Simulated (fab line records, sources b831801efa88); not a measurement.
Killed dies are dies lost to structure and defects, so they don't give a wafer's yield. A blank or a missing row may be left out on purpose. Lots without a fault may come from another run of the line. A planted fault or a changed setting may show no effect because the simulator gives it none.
fab line records | flow sky130
record lots=5 wafers=15 last_day=50
route steps=708 shown SD_P@359 RES_XHIGH@360 SALICIDE@361 LI_CONTACT@362 PAD_OPEN@708
lots that met no fault: from a run of the same line without faults
start_h: hours from the record's first day to the start of the lot's first wafer shown | wait_h: hours since the lot's step before | " the same as in the row above | L1.1+2: a row that stands for several wafers | - no value, or no start given | * or withheld: withheld | < > ~ a bound
route shown NAME@n: a module of which the file shows steps, and the number in the route of the first | usual: mean/standard deviation of fault-free wafers | same: alike in all rows | chamber/n: place in a boat | sites: the reading at each site | _std_site: their standard deviation | _edge_site: outer sites' mean less inner sites' | radius_mm: how far each site lies from the wafer's centre | mask NAME#n: copy n | behind: the tool/chamber that last shaped the wafer | hold: why the lot was held/for how many hours/how that ended | device: the transistor (n, p or np) that didn't switch | end of line: the same wafers' tests at the end of the route | a step without rows: its recipe alone | killed: dies lost to structure and defects at the first sort, not the wafer's yield | map: a wafer's dies, x killed, . not, _ none there
set.NAME: the setting as run; set.NAME@STEP: as run at that earlier step | model.NAME: the simulator's own value behind a step, which no gauge read
lots at some steps of the route; a table a step, a row a wafer
services: from which hour (start_h, from the record's first day; less than 0 if before it) a tool's chamber was out of use, for how many hours, and why
## steps
# step SKY_SD_N_RS_MEAS_17
# recipe thk_meas_gauge=four-point-probe
# usual SD_P_RS=147.1/0.35
# columns lot.wafer tool chamber start_h wait_h SD_P_RS[ohm/sq]
L376.1 film_metro-03 - 671.99 0.1 146.9
L376.4 " - " " 146.9
L376.5 " - " " 147.1
L378.1 film_metro-01 - 697.97 0.1 147.1
L378.3 " - " " 147.2
L378.5 " - " " 147.4
L381.2 film_metro-03 - 741.51 0.1 146.5
L381.3 " - " " 146.6
L381.4 " - " " 146.2
L392.2 film_metro-03 - 800.71 0.1 146.9
L392.5 " - " " 147.1
L392.6 " - " " 146.8
L394.3 film_metro-03 - 819.88 0.1 147.3
L394.4 " - " " 147.0
L394.5 " - " " 147.0
# step SKY_SD_N_RS_MEAS_18
# recipe thk_meas_gauge=four-point-probe
# usual RES_XHIGH_RS=333.3/1.2
# columns lot.wafer tool chamber start_h wait_h RES_XHIGH_RS[ohm/sq]
L376.1 film_metro-03 - 672.11 0.1 330.8
L376.4 " - " " 333.3
L376.5 " - " " 332.2
L378.1 film_metro-01 - 698.09 0.1 333.5
L378.3 " - " " 333.2
L378.5 " - " " 335.2
L381.2 film_metro-03 - 741.63 0.1 333.0
L381.3 " - " " 333.8
L381.4 " - " " 332.8
L392.2 film_metro-03 - 800.83 0.1 333.7
L392.5 " - " " 334.9
L392.6 " - " " 334.9
L394.3 film_metro-03 - 820.00 0.1 332.0
L394.4 " - " " 332.0
L394.5 " - " " 331.7
# step SKY_SALICIDE_CLEAN_00
# recipe chemistry=HF-last time_s=30 dilution=100:1 dry=ipa_marangoni
# step SKY_LI_CONTACT_HDPCVD_00
# recipe material=PSG target_thk_nm=930 sigma_open_frac=0.3 time_s=155 temp_c=600 sih4_flow_sccm=60 pressure_mtorr=6
# step SKY_LI_CONTACT_THK_MEAS_01
# recipe reads=PSG_of_LI_CONTACT_HDPCVD_00
# usual LI_CONTACT_HDPCVD_THK=920/8.3
# columns lot.wafer tool chamber start_h wait_h LI_CONTACT_HDPCVD_THK[nm]
L376.1 film_metro-04 - 672.35 0.1 923
L376.4 " - " " 921
L376.5 " - " " 934
L378.1 film_metro-03 - 698.33 0.1 931
L378.3 " - " " 924
L378.5 " - " " 924
L381.2 film_metro-01 - 741.86 0.1 907
L381.3 " - " " 912
L381.4 " - " " 907
L392.2 film_metro-03 - 801.08 0.1 913
L392.5 " - " " 919
L392.6 " - " " 908
L394.3 film_metro-01 - 820.22 0.1 918
L394.4 " - " " 918
L394.5 " - " " 928
# step SKY_LI_CONTACT_CMP_02
# recipe material=PSG down_force_psi=4 platen_rpm=60 pad_velocity_m_s=0.94248
# usual motor_current_A=12.0/1.5 slurry_filter_dp_kPa=13.50/0.13 time_to_endpoint_s=32.7/2.5
# columns lot.wafer tool chamber start_h wait_h motor_current_A slurry_filter_dp_kPa time_to_endpoint_s
L376.1 cmp-01 3 672.46 0.1 10.2 13.41 31.2
L376.4 " 0 " " 14.9 13.39 32.5
L376.5 " 2 " " 12.8 13.47 32.1
L378.1 cmp-02 0 698.70 0.4 13.8 13.45 34.4
L378.3 " 1 " " 11.8 13.34 31.1
L378.5 " 0 " " 13.3 13.46 34.5
L381.2 cmp-02 3 741.91 0.0 11.1 13.54 28.3
L381.4 " 0 " " 12.9 13.53 31.5
L381.3 " 2 " " 9.7 13.42 29.6
L392.2 cmp-01 1 801.13 0.0 11.7 13.29 35.4
L392.5 " 1 " " 11.5 13.68 33.3
L392.6 " 2 " " 12.9 13.36 35.3
L394.4 cmp-02 0 820.31 0.1 13.7 13.71 33.9
L394.3 " 1 " " 12.0 13.49 29.3
L394.5 " 3 " " 12.1 13.52 30.7
# step SKY_LI_CONTACT_BOW_MEAS_03
# recipe mode=bow
# usual LI_CONTACT_BOW=56/6.7
# columns lot.wafer tool chamber start_h wait_h LI_CONTACT_BOW[um]
L376.1 film_metro-03 - 672.71 0.2 59
L376.4 " - " " 57
L376.5 " - " " 57
L378.1 film_metro-01 - 698.95 0.2 53
L378.3 " - " " 62
L378.5 " - " " 60
L381.2 film_metro-01 - 742.23 0.3 50
L381.3 " - " " 59
L381.4 " - " " 59
L392.2 film_metro-04 - 801.45 0.3 55
L392.5 " - " " 53
L392.6 " - " " 56
L394.3 film_metro-04 - 820.60 0.2 55
L394.4 " - " " 43
L394.5 " - " " 56
# step SKY_LI_CONTACT_DEHYDRATE_04
# recipe temp_c=200 time_s=60
# step SKY_LI_CONTACT_HMDS_05
# recipe prime_time_s=60 prime_temp_c=120
# step SKY_LI_CONTACT_COAT_06
# recipe resist=BARC temp_c=withheld time_s=withheld spin_rpm=3000 resist_thk_nm=60
# step SKY_LI_CONTACT_COAT_07
# recipe resist=KrF-thick spin_rpm=3000 resist_thk_nm=450
# step SKY_LI_CONTACT_SOFTBAKE_08
# recipe temp_c=100 time_s=90 resist=KrF-thick
# step SKY_LI_CONTACT_EXPOSE_09
# recipe mask_id=LICM1 na=0.8 source_shape=annular sigma_inner=0.55 sigma_outer=0.85 target_cd_nm=170 dose_mj=38
# usual focus_offset_nm=-0.1/0.53
# columns lot.wafer tool chamber start_h wait_h mask focus_offset_nm
L376.1 krf_scanner-01 0 686.75 - LICM1#0 -0.3
L376.4 " 0 " " LICM1#0 0.3
L376.5 " 0 " " LICM1#0 0.1
L378.1 krf_scanner-02 0 713.03 - LICM1#0 0.4
L378.3 " 0 " " LICM1#0 0.8
L378.5 " 0 " " LICM1#0 0.0
L381.2 krf_scanner-01 0 756.27 - LICM1_R1#0 -0.3
L381.3 " 0 " " LICM1_R1#0 -0.7
L381.4 " 0 " " LICM1_R1#0 0.3
L392.2 krf_scanner-01 0 815.20 - LICM1#0 -0.8
L392.5 " 0 " " LICM1#0 -1.3
L392.6 " 0 " " LICM1#0 0.0
L394.3 krf_scanner-02 0 833.57 - LICM1#0 1.1
L394.4 " 0 " " LICM1#0 0.1
L394.5 " 0 " " LICM1#0 1.7
# step SKY_LI_CONTACT_PEB_10
# recipe peb_temp_c=withheld peb_time_s=withheld resist=KrF-thick
# step SKY_LI_CONTACT_DEVELOP_11
# recipe develop_time_s=60 resist=KrF-thick dev_temp_c=21
# step SKY_LI_CONTACT_CD_MEAS_12
# recipe target_cd_nm=170
# usual cd_nm=170.8/1.4
# columns lot.wafer tool chamber start_h wait_h cd_nm
L376.1 cd_sem-02 - 700.71 - 167.7
L376.4 " - " " 168.6
L376.5 " - " " 170.0
L378.1 cd_sem-01 - 727.06 - 173.5
L378.3 " - " " 170.0
L378.5 " - " " 170.4
L381.2 cd_sem-01 - 769.42 - 150.6
L381.3 " - " " 151.0
L381.4 " - " " 151.1
L392.2 cd_sem-02 - 828.05 - 172.1
L392.5 " - " " 171.9
L392.6 " - " " 171.9
L394.3 cd_sem-02 - 846.47 - 171.1
L394.4 " - " " 170.3
L394.5 " - " " 169.1
# step SKY_LI_CONTACT_OVL_MEAS_13
# usual LI_CONTACT_OVL=-2/5.1
# columns lot.wafer tool chamber start_h wait_h LI_CONTACT_OVL[nm]
L376.1 overlay-01 - 700.83 0.1 3
L376.4 " - " " 0
L376.5 " - " " 8
L378.1 overlay-02 - 727.18 0.1 -8
L378.3 " - " " -2
L378.5 " - " " -7
L381.2 overlay-01 - 769.53 0.1 4
L381.3 " - " " 7
L381.4 " - " " 6
L392.2 overlay-02 - 828.16 0.1 -7
L392.5 " - " " -7
L392.6 " - " " -6
L394.3 overlay-01 - 846.56 0.1 -7
L394.4 " - " " -9
L394.5 " - " " -2
# step SKY_LI_CONTACT_ETCH_14
# recipe chemistry=N2/H2 target=BARC ion_energy_ev=200 source_w=500 bias_w=100 pressure_mtorr=30 n2_flow_sccm=100 h2_flow_sccm=200 stop_on=SiO2 time_s=45.9 target_depth_a=600
# usual drypump_motor_current_A=5.8/0.48 h2_flow_sccm=200.0/0.53 oes_product_au=0.855/0.0049 rf_fwd_power_W=494.6/2.2 throttle_valve_pct=13.224/0.01
# columns lot.wafer tool chamber start_h wait_h drypump_motor_current_A h2_flow_sccm oes_product_au rf_fwd_power_W rf_hours_counter_h throttle_valve_pct model.LI_CONTACT.cd_nm
L376.1 rie_diel-03 3 700.86 0.0 6.3 199.5 0.858 498.7 47 13.207 168.7
L376.4 " 1 " " 5.4 200.4 0.866 492.9 1 13.220 168.6
L376.5 " 3 " " 6.4 199.8 0.857 496.4 - 13.235 170.1
L378.1 rie_diel-01 2 727.21 0.0 6.3 200.4 0.852 496.8 11 13.249 174.1
L378.3 " 1 " " 5.7 201.2 0.859 493.4 10 13.225 169.1
L378.5 " 1 " " 5.7 200.7 0.847 491.7 - 13.241 169.8
L381.2 rie_diel-04 2 769.56 0.0 5.6 200.1 0.854 494.9 14 13.238 149.7
L381.3 " 1 " " 6.3 201.0 0.855 493.6 5 13.211 150.6
L381.4 " 3 " " 4.9 200.3 0.853 493.4 14 13.220 151.9
L392.2 rie_diel-01 0 828.19 0.0 5.4 199.9 0.852 494.0 12 13.231 172.9
L392.5 " 0 " " 5.4 199.6 0.859 493.5 - 13.245 172.2
L392.6 " 3 " " 6.3 199.7 0.847 489.4 - 13.215 171.3
L394.3 rie_diel-01 0 846.59 0.0 5.5 200.7 0.856 492.9 13 13.241 171.4
L394.4 " 1 " " 5.7 200.4 0.857 490.5 13 13.232 169.6
L394.5 " 3 " " 6.3 199.9 0.852 492.6 - 13.244 167.8
# step SKY_LI_CONTACT_ETCH_15
# recipe target=PSG chemistry=C4F8/O2/Ar stop_on=Si taper_deg=4.15 mask_material=KrF-thick source_w=1500 bias_w=1200 pressure_mtorr=40 c4f8_flow_sccm=withheld O2_flow_sccm=6 Ar_flow_sccm=300 time_s=withheld target_depth_a=6000
# usual oes_product_au=0.832/0.0044 rf_fwd_power_W=1493/4.8
# columns lot.wafer tool chamber start_h wait_h oes_product_au rf_fwd_power_W model.LI_CONTACT.cd_nm
L376.1 rie_diel-03 3 700.90 0.0 0.831 1494 168.8
L376.4 " 1 " " 0.833 1496 169.1
L376.5 " 3 " " 0.827 1492 170
L378.1 rie_diel-01 2 727.25 0.0 0.830 1489 173.6
L378.3 " 1 " " 0.831 1489 169
L378.5 " 1 " " 0.834 1489 169.2
L381.2 rie_diel-04 2 769.60 0.0 0.836 1498 150.5
L381.3 " 1 " " 0.834 1487 150.6
L381.4 " 3 " " 0.834 1492 151.9
L392.2 rie_diel-01 0 828.23 0.0 0.830 1492 173.5
L392.5 " 0 " " 0.830 1491 172.5
L392.6 " 3 " " 0.834 1484 170.9
L394.3 rie_diel-01 0 846.63 0.0 0.831 1497 171.6
L394.4 " 1 " " 0.834 1486 169.3
L394.5 " 3 " " 0.828 1490 167.4
# step SKY_LI_CONTACT_STRIP_16
# recipe chemistry=O2/N2 power_w=1400 pressure_mtorr=1500 platen_temp_c=withheld o2_flow_sccm=3000 n2_flow_sccm=300 overash_fraction=0.5
# usual drypump_motor_current_A=5.6/0.36 oes_product_au=0.376/0.0052 strip_time_to_endpoint_s=3.50/0.043
# columns lot.wafer tool chamber start_h wait_h drypump_motor_current_A oes_product_au rf_hours_counter_h strip_time_to_endpoint_s
L376.1 plasma_asher-01 0 700.99 - 5.3 0.370 54 3.44
L376.4 " 1 " " 5.8 0.378 - 3.52
L376.5 " 0 " " 5.4 0.376 - 3.44
L378.1 plasma_asher-01 1 727.34 - 5.9 0.384 57 3.55
L378.3 " 0 " " 5.3 0.379 - 3.50
L378.5 " 0 " " 5.3 0.371 - 3.47
L381.2 plasma_asher-04 0 769.68 - 5.0 0.392 93 3.52
L381.3 " 0 " " 4.9 0.392 - 3.51
L381.4 " 1 " " 5.9 0.375 - 3.58
L392.2 plasma_asher-04 0 828.31 - 4.9 0.373 99 3.50
L392.5 " 0 " " 5.0 0.379 - 3.51
L392.6 " 1 " " 5.9 0.377 - 3.48
L394.3 plasma_asher-01 0 846.75 - 5.3 0.376 - 3.49
L394.4 " 1 " " 5.8 0.372 - 3.41
L394.5 " 1 " " 5.8 0.373 - 3.50
# step SKY_PAD_OPEN_PROBE_99
# usual killed_at_M0_to_M3=43/6.5 killed_at_M4_up=3.1/1.8 killed_at_contacts=24/4.8 killed_at_front_end=15/4.7 killed_at_other=0.3/0.58 killed_dies=86/8.6 killed_open=47/6.7 killed_short=39/6.1
# same gross_dies=492 killed_at_back_side=0
# columns lot.wafer tool chamber start_h wait_h killed_at_M0_to_M3 killed_at_M4_up killed_at_contacts killed_at_front_end killed_at_other killed_dies killed_open killed_short model.etest.licon_pdiff.rc_ohm model.etest.pfet_g5v0d10v5.r_on_ohm_um model.etest.pfet_01v8.r_on_ohm_um model.etest.licon_high_po.rc_ohm model.etest.nfet_g5v0d10v5.r_on_ohm_um model.etest.licon_ndiff.rc_ohm model.etest.nfet_01v8.r_on_ohm_um model.etest.sonos_uncharged.r_on_ohm_um
L376.1 prober-01 - 1095.91 0.1 35 3 27 22 0 87 49 38 580.5 4790 2910 353.5 1874 174.2 836.8 836.5
L376.4 prober-01 - 1096.06 0.2 41 2 29 11 1 84 39 45 595.5 4762 2886 344 1863 177.7 812.1 821.6
L376.5 prober-01 - 1096.11 0.2 37 1 31 18 0 87 45 42 581.8 4784 2893 360.9 1894 174.7 838.2 827.2
L378.1 prober-01 - 1110.28 0.1 36 5 16 13 0 70 38 32 558.2 4739 2906 350.7 1851 181.5 806.9 819.1
L378.3 prober-01 - 1110.38 0.2 44 8 22 12 0 86 52 34 602.8 4689 2896 352.7 1851 177.9 824.6 810.7
L378.5 prober-01 - 1110.48 0.2 39 1 19 27 0 86 48 38 585.6 4712 2901 343.6 1875 187.8 817.9 812
L381.2 prober-01 - 1143.48 0.1 41 4 47 10 0 102 56 33 719 5030 3045 410.1 1971 213.4 844.1 834.9
L381.3 prober-01 - 1143.53 0.2 37 2 31 16 0 86 44 32 711.3 5008 3027 400.2 1969 223.4 850.7 839.1
L381.4 prober-01 - 1143.58 0.2 47 3 37 22 1 110 48 55 705.7 4940 3045 405.3 1947 218.8 867 826.2
L392.2 prober-02 - 1183.77 0.1 44 7 36 11 1 99 61 38 575.2 4730 2901 342.3 1899 185.6 833.2 792.8
L392.5 prober-02 - 1183.92 0.2 40 5 16 9 0 70 37 33 591.4 4738 2850 349 1883 180.3 815.4 801.1
L392.6 prober-02 - 1183.97 0.2 52 2 22 11 0 87 46 41 555.2 4806 2882 357.4 1891 183.6 819.9 805
L394.3 prober-02 - 1194.06 0.2 38 5 24 8 1 76 36 40 578.3 4774 2889 339.1 1872 176.7 816.6 811.9
L394.4 prober-02 - 1194.11 0.2 47 5 21 9 2 84 48 36 572.5 4814 2952 338 1872 181.8 849.3 814.3
L394.5 prober-02 - 1194.16 0.2 41 8 23 11 0 83 38 45 575.3 4812 2939 353.8 1883 183.1 839.5 829.4
# killed by level:class
L376.1 VIA1:geometric_particle:open=15 CONTACT:geometric_particle:open=13 FIELD_ISO:geometric_particle:short=6 POLY_GATE:geometric_particle:open=6 METAL1:geometric_particle:short=5 LI_CONTACT:geometric_particle:open=4 LOCAL_INTERCONNECT:geometric_particle:short=4 CONTACT:geometric_particle:short=4
L376.4 LI_CONTACT:geometric_particle:open=9 VIA1:geometric_particle:open=7 CONTACT:geometric_particle:open=7 METAL1:geometric_particle:short=7 VIA3:geometric_particle:open=6 LI_CONTACT:geometric_particle:short=5 CONTACT:geometric_particle:short=5 FIELD_ISO:geometric_particle:short=4
L376.5 LI_CONTACT:geometric_particle:open=12 CONTACT:geometric_particle:open=10 VIA1:geometric_particle:open=9 FIELD_ISO:geometric_particle:short=6 METAL1:geometric_particle:short=6 VIA1:geometric_particle:short=6 LI_CONTACT:geometric_particle:short=5 POLY_GATE:geometric_particle:short=4
L378.1 METAL1:geometric_particle:short=7 VIA1:geometric_particle:open=7 VIA2:geometric_particle:open=7 VIA3:geometric_particle:open=7 CONTACT:geometric_particle:open=5 FIELD_ISO:geometric_particle:short=4 CONTACT:geometric_particle:short=4 FIELD_ISO:geometric_particle:open=3
L378.3 LI_CONTACT:geometric_particle:open=9 VIA1:geometric_particle:open=8 VIA3:geometric_particle:open=7 VIA2:geometric_particle:open=6 FIELD_ISO:geometric_particle:open=5 FIELD_ISO:geometric_particle:short=4 METAL2:geometric_particle:open=4 METAL4:geometric_particle:short=4
L378.5 FIELD_ISO:geometric_particle:open=11 VIA1:geometric_particle:open=8 CONTACT:geometric_particle:open=7 METAL2:geometric_particle:short=6 FIELD_ISO:geometric_particle:short=6 LI_CONTACT:geometric_particle:open=6 VIA1:geometric_particle:short=5 VIA2:geometric_particle:open=5
L381.2 VIA1:geometric_particle:open=14 LI_CONTACT:area_expose=13 CONTACT:geometric_particle:open=11 LI_CONTACT:geometric_particle:open=10 VIA3:geometric_particle:open=10 CONTACT:geometric_particle:short=7 FIELD_ISO:geometric_particle:short=5 LOCAL_INTERCONNECT:geometric_particle:short=4
L381.3 VIA1:geometric_particle:open=10 LI_CONTACT:area_expose=10 FIELD_ISO:geometric_particle:short=7 CONTACT:geometric_particle:short=7 VIA2:geometric_particle:open=7 CONTACT:geometric_particle:open=6 VIA3:geometric_particle:open=6 LI_CONTACT:geometric_particle:open=3
L381.4 CONTACT:geometric_particle:open=15 VIA1:geometric_particle:short=8 CONTACT:geometric_particle:short=8 METAL2:geometric_particle:short=8 METAL3:geometric_particle:short=7 LI_CONTACT:area_expose=7 FIELD_ISO:geometric_particle:open=5 FIELD_ISO:geometric_particle:short=5
L392.2 VIA2:geometric_particle:open=14 LI_CONTACT:geometric_particle:open=11 CONTACT:geometric_particle:open=10 CONTACT:geometric_particle:short=7 METAL1:geometric_particle:short=6 VIA1:geometric_particle:open=6 VIA3:geometric_particle:open=5 FIELD_ISO:geometric_particle:open=4
L392.5 METAL1:geometric_particle:short=12 VIA1:geometric_particle:open=8 FIELD_ISO:geometric_particle:open=5 CONTACT:geometric_particle:open=5 LOCAL_INTERCONNECT:geometric_particle:short=4 VIA2:geometric_particle:open=4 METAL4:geometric_particle:short=4 LI_CONTACT:geometric_particle:open=3
L392.6 VIA1:geometric_particle:open=12 CONTACT:geometric_particle:open=8 METAL3:geometric_particle:short=6 VIA3:geometric_particle:open=6 LI_CONTACT:geometric_particle:open=5 VIA2:geometric_particle:open=5 CONTACT:geometric_particle:short=4 METAL2:geometric_particle:short=4
L394.3 CONTACT:geometric_particle:open=7 VIA1:geometric_particle:open=7 METAL1:geometric_particle:short=7 LI_CONTACT:geometric_particle:short=5 LI_CONTACT:geometric_particle:open=5 METAL1:geometric_particle:open=4 VIA1:geometric_particle:short=4 CONTACT:geometric_particle:short=4
L394.4 VIA2:geometric_particle:open=17 LI_CONTACT:geometric_particle:open=7 VIA1:geometric_particle:open=7 METAL2:geometric_particle:short=6 VIA3:geometric_particle:open=5 VIA2:geometric_particle:short=5 METAL4:geometric_particle:short=5 POLY_GATE:geometric_particle:short=4
L394.5 CONTACT:geometric_particle:open=11 METAL1:geometric_particle:short=8 METAL4:geometric_particle:short=8 VIA2:geometric_particle:open=7 VIA1:geometric_particle:open=6 VIA1:geometric_particle:short=5 METAL2:geometric_particle:short=5 POLY_GATE:geometric_particle:short=4
## services
# columns tool chamber start_h hours kind
rie_diel-04 - 657.88 2.8 pm
cmp-01 - 662.79 0.7 repair
krf_scanner-01 - 672.89 4.4 pm
rie_diel-01 - 676.61 2.8 pm
plasma_asher-04 - 677.54 28.1 pm
rie_diel-01 1 681.05 3.9 repair
rie_diel-03 - 691.06 0.8 repair
krf_scanner-01 - 693.40 0.9 repair
cmp-01 - 698.30 1.7 repair
cmp-01 - 717.35 1.3 repair
rie_diel-03 3 726.01 6.9 repair
cmp-02 - 729.93 1.0 repair
rie_diel-04 - 732.00 28.1 pm
rie_diel-01 - 741.73 0.2 repair
cmp-01 - 744.00 4.0 pm
krf_scanner-02 - 744.36 0.8 pm
plasma_asher-01 - 746.33 2.8 pm
krf_scanner-01 - 751.35 0.8 pm
krf_scanner-01 - 762.94 1.1 repair
krf_scanner-01 - 780.06 21.0 pm
cmp-02 - 796.46 1.3 repair
cmp-02 - 797.64 0.9 repair
krf_scanner-01 - 801.06 1.0 pm
krf_scanner-01 - 819.76 1.3 pm
## key
first_sign step=SKY_LI_CONTACT_EXPOSE_09 reading=mask direction=changed
effect step=SKY_LI_CONTACT_CD_MEAS_12 reading=cd_nm direction=down sigmas=14 usual=170.8 struck=150.9
effect step=SKY_PAD_OPEN_PROBE_99 reading=killed_at_contacts direction=up sigmas=2.9 usual=24 struck=38 wafers_moved=2
model_effect step=SKY_LI_CONTACT_ETCH_14 value=LI_CONTACT.cd_nm without=170.7 struck=150.7
model_effect step=SKY_LI_CONTACT_ETCH_15 value=LI_CONTACT.cd_nm without=171 struck=151
model_effect step=SKY_PAD_OPEN_PROBE_99 value=etest.licon_pdiff.rc_ohm without=586.4 struck=712
met_at SKY_LI_CONTACT_EXPOSE_09
struck_wafers L381.2,L381.3,L381.4
tester_left_out L381
onset_between 686.75 756.27
fault kind=wrong_mask tool=any chamber=- onset_h=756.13 steps=SKY_LI_CONTACT_EXPOSE_09 aux_copy=LICM1_R1#0 cd_offset_nm=-20 scope=struck_lots_only
# tester_left_out: of these lots the tester's yield and bins aren't shown, on N5 and GAA mostly nor the transistor test; their killed dies are dies lost to structure and defects alone, not to doping, threshold or leakage, so they don't give the yield
